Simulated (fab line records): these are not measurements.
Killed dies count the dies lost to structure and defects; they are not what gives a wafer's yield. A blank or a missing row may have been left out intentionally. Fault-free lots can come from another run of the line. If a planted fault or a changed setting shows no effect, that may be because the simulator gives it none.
Struck lot and sound lot, side by side || flow sfq line || 13 steps out of a route of 325
Sound: the wafers L740.3, L740.4, L740.6. Struck: wafers L752.3, L752.5, L752.6. The cause comes at the end.
Order at every step that has rows: each side's tool, ch and its chambers, its first start. Under that, the readings that differ: sound wafers || struck wafers || difference of the means || sigmas: that difference in standard deviations of wafers without a fault.
alike: readings whose means differ by less than 2 such deviations, and words and numbers that are the same on both sides. not compared: withheld readings, readings that some wafer has no value for, bounds like >300 that may hide the same value, and numbers for which the record gives no deviation and whose values overlap.
Wherever a step has rows on one side only, a row that says differs or no value, or a row with sigmas, the two part there. Numbers that don't overlap but have no deviation are shown without sigmas and don't part them. Lack of a reading on every wafer of one side parts them only where that side has two or more wafers.

first, 1 step without rows for these wafers: SFQ_TRILAYER_M0_DEP_PRE_CLEAN_020 (time 15 s).
SFQ_TRILAYER_M0_DEP_SPUTTER_019: material Nb, target thk 200 nm, time 133.3 s.
  sound on pvd sputter-06, day 5 22:19; struck on pvd sputter-05, day 8 18:28
  alike: throttle valve pct
SFQ_M0_RS_MEAS_904: uses a four-point probe to measure.
  sound on film metro-02, day 5 22:26; struck on film metro-04, day 8 18:35
  alike: M0_NB_RS
then, 6 steps without rows for these wafers: SFQ_TRILAYER_M0_LITHO_COAT_026 (resist thk 62 nm); SFQ_TRILAYER_M0_LITHO_COAT_021 (resist thk 600 nm); SFQ_TRILAYER_M0_LITHO_SOFTBAKE_025; SFQ_TRILAYER_M0_LITHO_EXPOSE_022 (exposes mask M0, target cd 500 nm); SFQ_TRILAYER_M0_LITHO_PEB_024 (peb time 60 s); SFQ_TRILAYER_M0_LITHO_DEVELOP_023 (time 60 s).
-- the record jumps here: 2 days lie between the struck wafers' starts before and after --
SFQ_M0_OVL_MEAS_906:
  sound on overlay-01, day 7 22:20; struck on overlay-02, day 11 03:09
  alike: M0_OVL
SFQ_TRILAYER_M0_BARC_OPEN_METAL_ETCH_031: etches BARC in O2, target depth 125 nm, time 41.7 s.
  sound on rie metal-04 ch 0,1, day 7 22:22; struck on rie metal-04 ch 0, day 11 03:13
  alike: drypump motor current A, oes product au, rf fwd power W
  not compared: rf hours counter h
SFQ_TRILAYER_M0_ETCH_METAL_ETCH_024: etches Nb in Cl2/Ar, stops on SiO2, target depth 240 nm, time 120 s.
  sound on rie metal-04 ch 0,1, day 7 22:27; struck on rie metal-04 ch 0, day 11 03:23
{"reading": "rf fwd power W (W)", "sound": "596.4 597.7 596.1", "struck": "693.7 694.7 694.5", "difference": "+97.6", "sigmas": "+54"}
{"reading": "model.KrF_of_TRILAYER_M0_LITHO_COAT_021.thk nm (nm)", "sound": "387 384.4 385.9", "struck": "359.7 358.4 359.8", "difference": -26.5, "sigmas": ""}
{"reading": "model.M0.feature depth nm (nm)", "sound": "202.6 201.7 200.6", "struck": "204.2 205 202.7", "difference": "+2.3", "sigmas": ""}
{"reading": "model.SiO2_of_TRILAYER_L0_CAP_PECVD_011.thk nm (nm)", "sound": "54.82 55 55.49", "struck": "51.27 51.7 52.05", "difference": -3.43, "sigmas": ""}
  alike: drypump motor current A, oes product au
  not compared: rf hours counter h
SFQ_TRILAYER_M0_STRIP_STRIP_025: strips in O2.
  sound on rie metal-04 ch 0,1, day 7 22:44; struck on rie metal-04 ch 0, day 11 03:56
  alike: drypump motor current A, oes product au
  not compared: rf hours counter h

== WHERE THEY PART ==
Only at SFQ_TRILAYER_M0_ETCH_METAL_ETCH_024, within this record. Later steps at which nothing parts them and some readings are alike: SFQ_TRILAYER_M0_STRIP_STRIP_025.

WHY: what had been put in by the simulator
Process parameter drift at SFQ_TRILAYER_M0_ETCH_METAL_ETCH_024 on rie metal-04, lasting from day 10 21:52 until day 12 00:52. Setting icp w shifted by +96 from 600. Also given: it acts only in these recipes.
